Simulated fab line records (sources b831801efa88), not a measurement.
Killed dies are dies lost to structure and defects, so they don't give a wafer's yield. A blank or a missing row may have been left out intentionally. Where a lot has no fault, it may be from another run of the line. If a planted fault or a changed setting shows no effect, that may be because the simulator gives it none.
A single fault, viewed from 2 desks | flow gf180mcu | numbers are kept per desk, each desk with only its own; the story behind them comes last

== FOR THE TOOL OWNER'S DESK: rie_metal-02 ==
The tool's own readings at GF_M3_METAL_ETCH_16 (etches the open film in Cl2/BCl3, stops on SiO2, target depth 627.5 nm, time 104.6 s): means of the sampled wafers that have a number, for each lot that ran on this tool. Any lot whose mean is over 4 standard deviations away from the usual mean is out of limits and marked OUT; that distance is given in the brackets.
Columns: A = drypump_motor_current_A at GF_M3_METAL_ETCH_16, usual 5.59 A; B = oes_product_au at GF_M3_METAL_ETCH_16, usual 0.974 a.u.; C = run_length_s at GF_M3_METAL_ETCH_16, usual 132.7 s; D = throttle_valve_pct at GF_M3_METAL_ETCH_16, usual 28.247 %
lot  | first seen here | A    | B                | C               | D
L484 | day 22 04:02    | 5.65 | 0.975            | 132.9           | 28.246
L485 | day 22 09:32    | 5.62 | 0.963            | 132.6           | 28.251
L487 | day 23 05:45    | 5.65 | 1.001 (+4.6) OUT | 125.3 (-22) OUT | 28.230
L497 | day 27 01:40    | 5.65 | 0.970            | 132.7           | 28.253
L502 | day 28 01:59    | 5.65 | 0.967            | 132.7           | 28.249
L503 | day 28 06:05    | 5.64 | 0.971            | 132.7           | 28.251
L504 | day 28 17:23    | 5.64 | 0.982            | 133.0           | 28.243
This desk's verdict: out of limits on L487, starting with L487 at day 23 05:45 (oes_product_au at GF_M3_METAL_ETCH_16). Within limits: L484, L485, L497, L502, L503, L504.

== AT THE METROLOGY DESK ==
What the gauges read, lot by lot, whatever tool the lot ran on: means of the sampled wafers that have a number. Any lot whose mean is over 4 standard deviations away from the usual mean is out of limits and marked OUT; that distance is given in the brackets.
Columns: A = cd_nm at GF_M3_CD_MEAS_14, usual 280.2 nm
lot  | first seen here | A
L483 | day 21 23:29    | 279.2
L484 | day 22 03:52    | 280.9
L485 | day 22 09:22    | 278.3
L487 | day 23 05:34    | 277.5
L490 | day 24 07:25    | 280.2
L497 | day 27 01:31    | 282.0
L499 | day 27 04:50    | 278.0
L500 | day 27 18:31    | 280.3
L502 | day 28 01:49    | 282.5
L501 | day 28 02:31    | 280.9
L503 | day 28 05:55    | 280.6
L504 | day 28 17:13    | 279.9
L505 | day 28 22:16    | 280.5
Finding of this desk: none of the 13 lots has anything out of limits.

== ALL TOGETHER ==
An alarm could have come from the tool owner's desk at day 23 05:45, on L487.
Metrology desk: nothing out of limits seen.
The metrology desk has L487 on record, within its limits.
Of the lots named, all ran GF_M3_METAL_ETCH_16 on rie_metal-02.

== WHAT HAD BEEN PUT IN BY THE SIMULATOR ==
rie_metal-02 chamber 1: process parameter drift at GF_M3_METAL_ETCH_16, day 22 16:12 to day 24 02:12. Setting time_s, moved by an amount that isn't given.
Shown lots that were struck: L487.
Delay in hours, fault start to first out-of-limits reading, by desk: the tool owner's desk at 14.
